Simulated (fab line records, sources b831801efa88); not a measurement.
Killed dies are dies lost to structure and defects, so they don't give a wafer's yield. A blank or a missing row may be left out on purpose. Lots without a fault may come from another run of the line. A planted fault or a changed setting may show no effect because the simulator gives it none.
Split-lot experiment | flow gf180mcu | 5 lots, 23 wafers read, on a route of 602 steps

THE SPLIT
At GF_PSD_IMPLANT_09, the setting energy_kev was moved away from the recipe's 40 on 7 of the 23 wafers read, by -6.9% to -2.8%. The other wafers ran this setting at the recipe's value.

FROM THE SPLIT TO THE READING: what the file shows between them, 4 steps
- GF_PSD_STRIP_10: strips in O2/N2
- GF_PSD_TW_MEAS_11
- GF_PSD_CLEAN_12: cleans in SC1/SC2, time 150 s
- GF_PSD_RTA_13: time 20 s

THE READING
PSD_RS, in ohm/sq, at GF_PSD_RS_MEAS_15 (measures by four-point-probe). Fault-free wafers of this fab line usually give 108.45 ohm/sq, standard deviation 0.26 ohm/sq.

wafer  | tool, chamber at the split | energy_kev as run | against the recipe | PSD_RS, ohm/sq | against lot-mates on the recipe
L076.1 | implanter-01, 0            | 40                | recipe             | 108.41         | -
L076.2 | implanter-01, 0            | 40                | recipe             | 108.34         | -
L076.3 | implanter-01, 0            | 37.24             | -6.9%              | 112.29         | +3.92
L076.5 | implanter-01, 0            | 37.24             | -6.9%              | 112.15         | +3.78
L076.6 | implanter-01, 0            | 37.24             | -6.9%              | 112.00         | +3.62
L078.1 | implanter-02, 0            | 40                | recipe             | 108.63         | -
L078.2 | implanter-02, 0            | 40                | recipe             | 108.85         | -
L078.3 | implanter-02, 0            | 40                | recipe             | 108.45         | -
L078.4 | implanter-02, 0            | 40                | recipe             | 108.86         | -
L078.6 | implanter-02, 0            | 40                | recipe             | 108.48         | -
L081.1 | implanter-03, 0            | 38.8              | -3.0%              | 110.14         | +1.57
L081.2 | implanter-03, 0            | 40                | recipe             | 108.61         | -
L081.3 | implanter-03, 0            | 40                | recipe             | 108.69         | -
L081.4 | implanter-03, 0            | 40                | recipe             | 108.41         | -
L081.6 | implanter-03, 0            | 38.8              | -3.0%              | 109.92         | +1.35
L080.1 | implanter-02, 0            | 40                | recipe             | 107.87         | -
L080.3 | implanter-02, 0            | 40                | recipe             | 107.84         | -
L080.5 | implanter-02, 0            | 40                | recipe             | 108.35         | -
L085.1 | implanter-02, 0            | 40                | recipe             | 108.44         | -
L085.2 | implanter-02, 0            | 40                | recipe             | 108.37         | -
L085.3 | implanter-02, 0            | 40                | recipe             | 108.25         | -
L085.5 | implanter-02, 0            | 38.9              | -2.8%              | 109.43         | +1.08
L085.6 | implanter-02, 0            | 38.9              | -2.8%              | 109.46         | +1.11

THE FIT
A straight line over all 23 wafers: PSD_RS changes by -0.529 ohm/sq for each +1% of energy_kev; r = -0.98; the points scatter about the line by 0.28 ohm/sq.
The same after taking each lot's own level away (the mean of its wafers on the recipe; 23 wafers): -0.534 ohm/sq for each +1%; r = -0.99; scatter 0.19 ohm/sq.
On that fit, the largest move of energy_kev shifts the reading by 3.7 ohm/sq.
The lots' own levels span 108.020 to 108.654 ohm/sq, that is 2.4 times the standard deviation above.
So the lot-to-lot level changes the slope little: the two slopes agree.
Check: with one of the wafers moved furthest among these (-6.9%) left out of the fit, the line predicts +3.55 ohm/sq for it against its lot-mates. It came out at +3.92 ohm/sq against them.

OTHER SPLITS ON THESE WAFERS
These wafers also went through other splits before the reading. Each is held against what the fit with the lots' levels taken away leaves over:
other split on the same wafers | wafers away from the commonest value | r with PSD_RS (lot level and that fit taken away)
GF_HV_LDD_EXPOSE_04 dose_mj    | 6                                    | -0.33
GF_HV_LDD_COAT_14 spin_rpm     | 4                                    | -0.15
GF_HV_LDD_SOFTBAKE_15 temp_c   | 6                                    | -0.28
GF_HV_LDD_IMPLANT_36 dose_cm2  | 8                                    | +0.31
GF_HV_LDD_CLEAN_51 time_s      | 18                                   | +0.20
GF_NSD_COAT_02 spin_rpm        | 11                                   | -0.41
GF_NSD_IMPLANT_10 energy_kev   | 8                                    | -0.22
GF_PSD_EXPOSE_04 dose_mj       | 12                                   | -0.09

THE WHOLE CHAIN: every reading that the file lists as answering this split, in the file's order
step              | what it does                 | reading                                                         | change (the file's fit)               | r (the file's)
GF_PSD_IMPLANT_09 |                              | implant.rp_nm (the simulator's own value, which no gauge read)  | +0.243 nm for each +1% of the setting | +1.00
GF_PSD_IMPLANT_09 |                              | implant.drp_nm (the simulator's own value, which no gauge read) | +0.112 nm for each +1% of the setting | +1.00
GF_PSD_STRIP_10   | strips in O2/N2              | strip_time_to_endpoint_s                                        | withheld for each +1% of the setting  | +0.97
GF_PSD_TW_MEAS_11 |                              | PSD_TW                                                          | +9.78 for each +1% of the setting     | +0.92
GF_PSD_RS_MEAS_15 | measures by four-point-probe | PSD_RS                                                          | -0.52 for each +1% of the setting     | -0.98

THE FILE'S OWN FIT
PSD_RS changes by -0.52 ohm/sq for each +1% of energy_kev, r = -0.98.
